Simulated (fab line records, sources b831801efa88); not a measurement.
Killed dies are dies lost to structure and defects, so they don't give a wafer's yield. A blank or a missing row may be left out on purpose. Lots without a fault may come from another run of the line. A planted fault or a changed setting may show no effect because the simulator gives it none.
Which tool did it? | flow sky130 | 15 lots, 45 wafers sampled, at 3 steps of a route of 708

WHAT THE GAUGES READ, wafer by wafer
SKY_FIELD_ISO_THK_MEAS_25. Usual: FIELD_ISO_CVD_24_THK 596 nm, standard deviation 7.2.
lot  | measured    | on            | FIELD_ISO_CVD_24_THK (nm) | flag
L569 | day 2 15:26 | film_metro-01 | 587 585 591               |
L571 | day 3 00:31 | film_metro-01 | 597 592 603               |
L573 | day 3 06:28 | film_metro-04 | 582 590 588               |
L574 | day 3 14:53 | film_metro-02 | 591 591 591               |
L575 | day 3 22:20 | film_metro-02 | 591 591 584               |
L576 | day 4 01:17 | film_metro-01 | 595 590 591               |
L577 | day 4 07:52 | film_metro-01 | 603 607 598               |
L578 | day 4 10:56 | film_metro-02 | 603 591 591               |
L579 | day 4 17:43 | film_metro-02 | 590 596 608               |
L580 | day 4 20:43 | film_metro-02 | 608 605 615               |
L581 | day 5 04:07 | film_metro-02 | 599 594 594               |
L586 | day 6 03:59 | film_metro-02 | 615 611 602               |
L587 | day 6 08:25 | film_metro-02 | 590 599 599               |
L589 | day 6 21:56 | film_metro-02 | 594 607 596               |
L590 | day 7 00:38 | film_metro-02 | 585 594 595               |

SKY_VT_ADJUST_NCORE_OVL_MEAS_08. Usual: VT_ADJUST_NCORE_OVL -0.3 nm, standard deviation 1.1.
lot  | measured     | on         | VT_ADJUST_NCORE_OVL (nm) | flag
L569 | day 9 01:40  | overlay-01 | 0.7 -1.7 -0.3            |
L571 | day 9 11:58  | overlay-01 | -0.9 -0.3 -0.4           |
L573 | day 9 19:16  | overlay-02 | 1.1 0.8 0.4              |
L574 | day 10 09:55 | overlay-02 | -1.6 0.2 -0.6            |
L575 | day 10 18:55 | overlay-01 | -0.7 0.5 -0.1            |
L576 | day 10 19:31 | overlay-01 | 0.8 -0.9 -0.3            |
L577 | day 11 05:44 | overlay-02 | 0.6 0.3 -0.4             |
L578 | day 11 15:40 | overlay-01 | -1.5 -0.9 0.0            |
L579 | day 11 18:44 | overlay-01 | 0.3 0.2 -0.4             |
L580 | day 12 01:52 | overlay-01 | 1.6 0.7 -0.8             |
L581 | day 12 07:29 | overlay-02 | -0.7 1.7 0.0             |
L586 | day 13 17:43 | overlay-02 | -0.6 -2.7 -0.6           |
L587 | day 14 01:20 | overlay-01 | -1.4 1.4 -0.5            |
L589 | day 14 19:41 | overlay-02 | 1.0 1.7 -0.1             |
L590 | day 15 03:58 | overlay-01 | 1.2 0.2 -0.8             |

SKY_SONOS_ONO_THK_MEAS_03. Usual: SONOS_ONO_CVD_02_THK 10.50 nm, standard deviation 0.13.
lot  | measured     | on            | SONOS_ONO_CVD_02_THK (nm) | flag
L569 | day 12 02:25 | film_metro-01 | 10.65 10.61 10.63         |
L571 | day 12 13:37 | film_metro-02 | 10.47 10.38 10.38         |
L573 | day 12 22:58 | film_metro-01 | 10.67 10.64 10.80         |
L574 | day 13 13:15 | film_metro-02 | 10.52 10.47 10.53         |
L575 | day 14 01:03 | film_metro-01 | 10.67 10.38 10.50         |
L576 | day 14 04:25 | film_metro-02 | 10.43 10.47 10.34         |
L577 | day 14 16:14 | film_metro-02 | 10.54 10.50 10.60         |
L578 | day 15 03:29 | film_metro-01 | 10.54 10.63 10.53         |
L579 | day 15 04:32 | film_metro-01 | 10.35 10.66 10.58         |
L580 | day 15 11:56 | film_metro-01 | 10.52 10.67 10.54         |
L581 | day 15 17:20 | film_metro-02 | 10.70 10.68 10.60         |
L586 | day 17 13:44 | film_metro-02 | 10.52 10.62 10.46         |
L587 | day 17 17:47 | film_metro-02 | 10.51 10.56 10.54         |
L589 | day 18 15:32 | film_metro-01 | 10.54 10.69 10.71         |
L590 | day 18 23:19 | film_metro-01 | 10.30 10.36 10.28         |

WHICH TOOL RAN EACH LOT (tool, then ch and the chambers of the sampled wafers, then the start)
The record holds no process step before these readings.

WHAT THE TOOLS THEMSELVES READ (means of the sampled wafers that have a number; where no wafer has one, the mark that the record gives instead)
The record holds no such reading with a usual standard deviation.

THE ANSWER, worked out from the rows above alone
Rule: a lot is off if the mean of its wafers that have a number lies more than 3 standard deviations from the usual mean. A lot without any number at a reading at which 4 lots or more have one is off too. The other lots that the step has rows for count as sound. The gauges are gone through in route order, then the tools' own readings, and for those a lot's mean is taken as printed above. The first step at which some lot is off is used, and at that step the reading that is off furthest; a lot without a number counts as furthest.
No lot is off at any reading shown: from this, nothing can be told.

WHAT THE SIMULATOR HAD PUT IN
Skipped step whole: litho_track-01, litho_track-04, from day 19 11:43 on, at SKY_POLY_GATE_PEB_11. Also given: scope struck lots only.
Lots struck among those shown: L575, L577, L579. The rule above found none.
